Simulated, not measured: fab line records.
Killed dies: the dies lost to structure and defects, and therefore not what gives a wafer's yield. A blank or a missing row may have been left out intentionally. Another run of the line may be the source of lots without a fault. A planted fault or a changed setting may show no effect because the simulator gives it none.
Which tool was responsible? | flow gf180mcu | Sampling: 15 lots, 44 wafers, 5 of 602 route steps

## WHAT THE GAUGES READ, wafer by wafer
GF_V2_THK_MEAS_25: measures by xrf.
lot  | measured     | on            | V2_W_THK (nm)
L885 | day 20 23:11 | film metro-01 | 344 346 345
L886 | day 21 05:46 | film metro-01 | 348 351 349
L887 | day 21 16:51 | film metro-02 | 354 354 349
L888 | day 22 02:07 | film metro-04 | 352 358 355
L889 | day 22 07:21 | film metro-02 | 359 360 361
L890 | day 22 21:01 | film metro-02 | 360 366 359
L891 | day 23 02:15 | film metro-04 | 347 345 345
L892 | day 23 07:49 | film metro-02 | 349 352 351
L893 | day 23 17:17 | film metro-02 | 355 352
L894 | day 24 04:57 | film metro-01 | 358
L896 | day 24 16:13 | film metro-01 | 351
L903 | day 26 23:54 | film metro-01 | 347 344 342
L904 | day 27 08:39 | film metro-04 | 342 343 342
L905 | day 27 08:57 | film metro-04 | 355 352 350
L906 | day 27 14:28 | film metro-02 | 353 354 353

## WHAT TOOL EACH LOT RAN ON (gives the tool, then ch and the chambers of the sampled wafers, and finally the start)
lot  | GF_SALICIDE_SPUTTER_03       | GF_M2_METAL_ETCH_16               | GF_M2_STRIP_17                       | GF_V2_SPUTTER_22
L885 | pvd sputter-03, day 15 17:29 | rie metal-04 ch 0,1, day 19 20:12 | plasma asher-04 ch 0,1, day 19 20:19 | pvd sputter-01, day 20 22:54
L886 | pvd sputter-02, day 15 23:41 | rie metal-04 ch 0,1, day 20 02:55 | plasma asher-01 ch 0,1, day 20 03:02 | pvd sputter-04, day 21 05:22
L887 | pvd sputter-04, day 16 10:23 | rie metal-03 ch 0, day 20 14:19   | plasma asher-02 ch 0,1, day 20 14:34 | pvd sputter-01, day 21 16:35
L888 | pvd sputter-03, day 16 18:17 | rie metal-03 ch 0, day 20 23:30   | plasma asher-04 ch 0,1, day 20 23:46 | pvd sputter-01, day 22 01:50
L889 | pvd sputter-03, day 16 23:05 | rie metal-03 ch 0, day 21 05:07   | plasma asher-01 ch 0,1, day 21 05:23 | pvd sputter-01, day 22 07:05
L890 | pvd sputter-03, day 17 13:01 | rie metal-04 ch 0,1, day 21 19:12 | plasma asher-02 ch 0,1, day 21 19:20 | pvd sputter-01, day 22 20:44
L891 | pvd sputter-03, day 17 18:53 | rie metal-03 ch 0, day 22 00:31   | plasma asher-01 ch 0, day 22 00:47   | pvd sputter-03, day 23 01:59
L892 | pvd sputter-03, day 17 22:22 | rie metal-03 ch 0,1, day 22 06:00 | plasma asher-02 ch 0,1, day 22 06:08 | pvd sputter-04, day 23 07:32
L893 | pvd sputter-02, day 18 10:41 | rie metal-03 ch 0,1, day 22 16:01 | plasma asher-04 ch 0, day 22 16:09   | pvd sputter-04, day 23 16:59
L894 | pvd sputter-04, day 18 22:07 | rie metal-03 ch 0,1, day 23 04:09 | plasma asher-01 ch 0,1, day 23 04:17 | pvd sputter-04, day 24 04:41
L896 | pvd sputter-04, day 19 11:58 | rie metal-03 ch 1, day 23 14:46   | plasma asher-02 ch 0, day 23 14:53   | pvd sputter-04, day 24 15:56
L903 | pvd sputter-04, day 22 01:29 | rie metal-04 ch 0,1, day 26 00:48 | plasma asher-04 ch 0,1, day 26 00:56 | pvd sputter-03, day 26 23:38
L904 | pvd sputter-04, day 22 09:38 | rie metal-03 ch 0, day 26 07:22   | plasma asher-04 ch 0,1, day 26 07:38 | pvd sputter-04, day 27 08:23
L905 | pvd sputter-04, day 22 11:20 | rie metal-03 ch 0, day 26 09:49   | plasma asher-02 ch 0,1, day 26 10:05 | pvd sputter-03, day 27 08:41
L906 | pvd sputter-02, day 22 18:47 | rie metal-03 ch 0, day 26 15:40   | plasma asher-01 ch 0,1, day 26 15:55 | pvd sputter-01, day 27 14:11
- GF_SALICIDE_SPUTTER_03: material TiN, target thk 20 nm, time 16.7 s.
- GF_M2_METAL_ETCH_16: etches the open film in Cl2/BCl3, stops on SiO2, target depth 750.8 nm, time 125.1 s.
- GF_M2_STRIP_17: strips in O2/N2.
- GF_V2_SPUTTER_22: material TiN, target thk 10 nm, time 40 s.

## AS READ BY THE TOOLS THEMSELVES (means over the sampled wafers that have a number; for cases with no such wafer, the mark the record gives instead)
GF_SALICIDE_SPUTTER_03.
lot  | tool           | cathode dc power W (W) | throttle valve pct (%)
L885 | pvd sputter-03 | 6500.2                 | 30.1
L886 | pvd sputter-02 | 6499.4                 | 29.3
L887 | pvd sputter-04 | 6499.2                 | 30.1
L888 | pvd sputter-03 | 6500.4                 | 29.0
L889 | pvd sputter-03 | 6500.7                 | 28.6
L890 | pvd sputter-03 | 6500.1                 | 29.7
L891 | pvd sputter-03 | 6500.7                 | 28.0
L892 | pvd sputter-03 | 6500.7                 | 28.1
L893 | pvd sputter-02 | 6499.5                 | 29.2
L894 | pvd sputter-04 | 6500.4                 | 29.8
L896 | pvd sputter-04 | 6500.8                 | 28.9
L903 | pvd sputter-04 | 6499.3                 | 29.2
L904 | pvd sputter-04 | 6500.5                 | 29.3
L905 | pvd sputter-04 | 6500.4                 | 30.1
L906 | pvd sputter-02 | 6499.6                 | 28.9

GF_M2_METAL_ETCH_16.
lot  | tool         | drypump motor current A (A) | he backside leak sccm (sccm) | oes product au (a.u.) | throttle valve pct (%)
L885 | rie metal-04 | 5.12                        | 3.2                          | 0.987                 | 28.237
L886 | rie metal-04 | 5.11                        | 3.3                          | 0.993                 | 28.223
L887 | rie metal-03 | 5.55                        | 3.6                          | 0.989                 | 28.231
L888 | rie metal-03 | 5.54                        | 3.4                          | 0.992                 | 28.237
L889 | rie metal-03 | 5.55                        | 3.9                          | 0.993                 | 28.235
L890 | rie metal-04 | 5.12                        | 3.4                          | 0.984                 | 28.223
L891 | rie metal-03 | 5.55                        | 3.5                          | 0.989                 | 28.234
L892 | rie metal-03 | 5.63                        | 3.4                          | 0.999                 | 28.221
L893 | rie metal-03 | 5.60                        | 3.5                          | 0.931                 | 28.286
L894 | rie metal-03 | 5.58                        | 3.5                          | 0.877                 | 28.350
L896 | rie metal-03 | 5.66                        | 3.4                          | 0.899                 | 28.330
L903 | rie metal-04 | 5.24                        | 3.4                          | 0.993                 | 28.223
L904 | rie metal-03 | 5.54                        | 3.4                          | 0.993                 | 28.227
L905 | rie metal-03 | 5.55                        | 3.6                          | 0.988                 | 28.232
L906 | rie metal-03 | 5.55                        | 3.4                          | 0.993                 | 28.234

GF_M2_STRIP_17.
lot  | tool            | drypump motor current A (A) | heater power w (W) | oes product au (a.u.) | strip time to endpoint s (s)
L885 | plasma asher-04 | 5.7                         | 302                | 0.532                 | 7.36
L886 | plasma asher-01 | 5.8                         | 309                | 0.529                 | 7.36
L887 | plasma asher-02 | 6.0                         | 323                | 0.537                 | 7.39
L888 | plasma asher-04 | 5.7                         | 305                | 0.537                 | 7.39
L889 | plasma asher-01 | 6.0                         | 308                | 0.535                 | 7.36
L890 | plasma asher-02 | 6.2                         | 327                | 0.541                 | 7.36
L891 | plasma asher-01 | 5.7                         | 313                | 0.534                 | 7.39
L892 | plasma asher-02 | 6.0                         | 314                | 0.535                 | 7.26
L893 | plasma asher-04 | 6.1                         | 347                | 0.545                 | 7.56
L894 | plasma asher-01 | 5.8                         | 316                | 0.558                 | 7.89
L896 | plasma asher-02 | 6.4                         | 332                | 0.555                 | 7.80
L903 | plasma asher-04 | 5.7                         | 301                | 0.533                 | 7.26
L904 | plasma asher-04 | 5.9                         | 322                | 0.536                 | 7.39
L905 | plasma asher-02 | 6.2                         | 328                | 0.543                 | 7.43
L906 | plasma asher-01 | 6.0                         | 312                | 0.535                 | 7.39

GF_V2_SPUTTER_22.
lot  | tool           | cathode dc power W (W) | throttle valve pct (%)
L885 | pvd sputter-01 | 3999.9                 | 30.3
L886 | pvd sputter-04 | 3999.9                 | 30.4
L887 | pvd sputter-01 | 3999.5                 | 30.3
L888 | pvd sputter-01 | 3999.1                 | 30.3
L889 | pvd sputter-01 | 4000.5                 | 30.2
L890 | pvd sputter-01 | 4000.9                 | 30.6
L891 | pvd sputter-03 | 3999.8                 | 30.7
L892 | pvd sputter-04 | 3999.9                 | 30.5
L893 | pvd sputter-04 | 4000.1                 | 31.0
L894 | pvd sputter-04 | 4000.0                 | 28.7
L896 | pvd sputter-04 | 4000.0                 | 28.3
L903 | pvd sputter-03 | 4000.0                 | 29.1
L904 | pvd sputter-04 | 4000.6                 | 30.0
L905 | pvd sputter-03 | 3999.6                 | 29.7
L906 | pvd sputter-01 | 3999.6                 | 30.6

## THE ANSWER, worked out from the rows above alone
Rule: what is usual is taken from the lots themselves. The widest of any qualifying gaps counts: lots, ordered by their means at a reading, are off when they make up no more than a third of the lots, leave a main group of 4 or more, and stand apart from it by 3 or more times the standard deviation of that group's means. A main group is skipped when, at the precision printed for the reading in the tables above, its means are all equal. A lot without any number at a reading at which 4 lots or more have one is off too. Any other lot the step has rows for is counted as sound. The gauges are gone through in route order, then the tools' own readings, and for those a lot's mean is taken as printed above. The first step at which some lot is off is used, and at that step the reading that is off furthest; a lot without a number counts as furthest.
Off: L893, L894, L896 (GF_M2_METAL_ETCH_16, oes product au). The main group: mean 0.991 a.u., standard deviation 0.0037.
If a tool, at that step or one of the process steps before it, ran each lot that is off and ran no sound lot following the first of them, it fits. Of those tried, none fits.

## WHAT THE SIMULATOR PUT IN
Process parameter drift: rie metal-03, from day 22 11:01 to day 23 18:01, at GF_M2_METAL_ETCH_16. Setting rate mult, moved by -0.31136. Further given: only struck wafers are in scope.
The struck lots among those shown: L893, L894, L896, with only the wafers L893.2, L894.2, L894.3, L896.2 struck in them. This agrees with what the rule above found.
